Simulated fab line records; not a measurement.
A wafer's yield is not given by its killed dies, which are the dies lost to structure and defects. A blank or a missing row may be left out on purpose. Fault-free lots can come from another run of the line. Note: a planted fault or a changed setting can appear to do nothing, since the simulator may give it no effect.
What tool caused it?    flow gf180mcu    Sampling: 12 lots, 36 wafers, 6 of 602 route steps

WHAT THE GAUGES SHOWED, per wafer
GF_MVPSD_TW_MEAS_11. Usual: for MVPSD_TW the level is 553 and the standard deviation is 4.
lot   measured      on             MVPSD_TW     flag
L586  day 5 01:07   film-metro-04  550 550 552  
L588  day 5 13:02   film-metro-02  550 553 558  
L587  day 5 13:33   film-metro-04  552 551 552  
L592  day 6 14:13   film-metro-04  549 548 546  
L593  day 6 21:08   film-metro-04  545 546 547  
L596  day 7 17:10   film-metro-02  557 559 559  
L599  day 8 07:11   film-metro-04  552 549 551  
L600  day 8 14:42   film-metro-02  556 557 554  
L602  day 9 02:08   film-metro-04  547 550 550  
L603  day 9 06:56   film-metro-02  557 557 553  
L605  day 9 20:38   film-metro-04  551 548 554  
L609  day 10 21:22  film-metro-02  560 557 557  

GF_POLY_GATE_OVL_MEAS_11. Usual: for POLY_GATE_OVL the level is -6 nm and the standard deviation is 5.9.
lot   measured      on          POLY_GATE_OVL (nm)  flag
L586  day 9 04:57   overlay-01  -11 -2 -10          
L588  day 9 19:57   overlay-02  -4 2 -11            
L587  day 9 22:56   overlay-02  -10 -15 -13         
L592  day 11 05:31  overlay-02  -11 -7 -1           
L593  day 11 09:44  overlay-01  -3 -12 -3           
L596  day 12 08:55  overlay-01  -7 -18 -8           
L599  day 13 06:13  overlay-01  -5 -10 -10          
L600  day 13 12:08  overlay-02  -3 4 5              
L602  day 14 03:55  overlay-01  -8 -7 -14           
L603  day 14 07:22  overlay-02  -5 -2 -1            
L605  day 14 19:38  overlay-02  0 -6 -7             
L609  day 16 05:44  overlay-01  -16 -14 -7          

GF_HV_LDD_OVL_MEAS_08. Usual: for HV_LDD_OVL the level is -0.2 nm and the standard deviation is 1.6.
lot   measured      on          HV_LDD_OVL (nm)  flag
L586  day 10 02:13  overlay-01  -2.7 -2.2 -2.9   
L588  day 10 15:48  overlay-01  0.4 -1.7 -1.8    
L587  day 10 19:01  overlay-02  0.7 -0.8 -2.0    
L592  day 12 03:25  overlay-01  2.0 0.8 1.6      
L593  day 12 05:55  overlay-02  1.0 1.9 0.8      
L596  day 13 08:02  overlay-02  -1.1 0.5 3.1     
L599  day 14 04:37  overlay-01  -0.5 -1.7 -1.3   
L600  day 14 11:56  overlay-02  -0.3 1.1 1.5     
L602  day 15 02:49  overlay-02  -0.6 0.7 0.3     
L603  day 15 06:58  overlay-01  -1.2 1.3 -0.8    
L605  day 15 18:32  overlay-01  -1.2 0.1 -0.5    
L609  day 17 06:40  overlay-01  1.7 1.4 1.8      

GF_CONTACT_RS_MEAS_25: uses a four-point probe to measure. Usual: for CONTACT_W_RS the level is 0.379 ohm/sq and the standard deviation is 0.0088.
lot   measured      on             CONTACT_W_RS (ohm/sq)  flag
L586  day 16 03:34  film-metro-04  0.368 0.366 0.365      
L588  day 16 20:49  film-metro-04  0.387 0.381 0.389      
L587  day 17 02:34  film-metro-03  0.360 0.358 0.364      
L592  day 18 18:41  film-metro-02  0.391 0.385 0.386      
L593  day 18 20:39  film-metro-04  0.389 0.387 0.389      
L596  day 20 05:38  film-metro-03  0.382 0.378 0.383      
L599  day 21 02:37  film-metro-04  0.328 0.328 0.330      OFF
L600  day 21 12:47  film-metro-03  0.326 0.327 0.329      OFF
L602  day 22 05:52  film-metro-04  0.378 0.374 0.370      
L603  day 22 08:25  film-metro-04  0.378 0.367 0.366      
L605  day 22 22:44  film-metro-04  0.371 0.379 0.369      
L609  day 24 11:23  film-metro-02  0.365 0.382 0.376      

GF_CONTACT_THK_MEAS_26: measures by xrf. Usual: for CONTACT_W_THK the level is 302 nm and the standard deviation is 7.3.
lot   measured      on             CONTACT_W_THK (nm)  flag
L586  day 16 03:41  film-metro-04  311 310 312         
L588  day 16 20:56  film-metro-04  295 299 294         
L587  day 17 02:41  film-metro-03  321 322 316         
L592  day 18 18:48  film-metro-02  292 296 297         
L593  day 18 20:46  film-metro-04  295 295 295         
L596  day 20 05:43  film-metro-03  304 308 303         
L599  day 21 02:44  film-metro-04  342 342 344         OFF
L600  day 21 12:53  film-metro-03  353 355 353         OFF
L602  day 22 05:58  film-metro-04  299 303 306         
L603  day 22 08:32  film-metro-04  298 308 310         
L605  day 22 22:50  film-metro-04  306 300 308         
L609  day 24 11:29  film-metro-02  314 300 302         

WHICH TOOL RAN EACH LOT (tool, then ch and the chambers of the sampled wafers, then the start)
lot   GF_CONTACT_CVD_24
L586  cvd-w-02 ch 0, day 16 03:28
L588  cvd-w-01 ch 0,1, day 16 20:43
L587  cvd-w-02 ch 0, day 17 02:23
L592  cvd-w-01 ch 0, day 18 18:35
L593  cvd-w-01 ch 0,1, day 18 20:32
L596  cvd-w-01 ch 0,1, day 20 05:30
L599  cvd-w-01 ch 1, day 21 02:31
L600  cvd-w-01 ch 0,1, day 21 12:41
L602  cvd-w-02 ch 0,1, day 22 05:44
L603  cvd-w-02 ch 0,1, day 22 08:19
L605  cvd-w-02 ch 0,1, day 22 22:37
L609  cvd-w-02 ch 0,1, day 24 11:17
- GF_CONTACT_CVD_24: deposits W, target thk 300 nm, time 90.339 s.

WHAT THE TOOLS THEMSELVES READ (means of the sampled wafers that have a number; where no wafer has one, the mark that the record gives instead)
GF_CONTACT_CVD_24. Usual: heater-power-outer-w 544 W, standard deviation 28; heater-power-w 874 W, standard deviation 43.
lot   tool      heater-power-outer-w (W)  heater-power-w (W)  flag
L586  cvd-w-02  500                       898                 
L588  cvd-w-01  580                       895                 
L587  cvd-w-02  499                       899                 
L592  cvd-w-01  537                       816                 
L593  cvd-w-01  566                       873                 
L596  cvd-w-01  555                       874                 
L599  cvd-w-01  562                       911                 
L600  cvd-w-01  562                       873                 
L602  cvd-w-02  545                       868                 
L603  cvd-w-02  522                       871                 
L605  cvd-w-02  525                       872                 
L609  cvd-w-02  540                       869                 

THE ANSWER, worked out from the rows above alone
Rule: a lot is off if the mean of its wafers that have a number lies more than 3 standard deviations from the usual mean. Also off: a lot with no number at a reading for which 4 or more lots have one. The other lots that the step has rows for count as sound. After the gauges, taken in route order, come the tools' own readings; for these a lot's mean is taken, as printed above. At the first step where some lot is off, the reading lying furthest off is the one used; lots without a number count as furthest.
Off: L599, L600, at GF_CONTACT_RS_MEAS_25 (CONTACT_W_RS).
A tool fits if, at a process step before that reading, it ran every lot that is off, and no sound lot after the first of them. Gauges at GF_CONTACT_RS_MEAS_25: tried the same way as those tools. One fits: cvd-w-01 at GF_CONTACT_CVD_24. A fault onset in the window from L596 (day 20 05:30, its last sound lot) to L599 (day 21 02:31, its first lot off) fits.

WHAT THE SIMULATOR HAD INSERTED
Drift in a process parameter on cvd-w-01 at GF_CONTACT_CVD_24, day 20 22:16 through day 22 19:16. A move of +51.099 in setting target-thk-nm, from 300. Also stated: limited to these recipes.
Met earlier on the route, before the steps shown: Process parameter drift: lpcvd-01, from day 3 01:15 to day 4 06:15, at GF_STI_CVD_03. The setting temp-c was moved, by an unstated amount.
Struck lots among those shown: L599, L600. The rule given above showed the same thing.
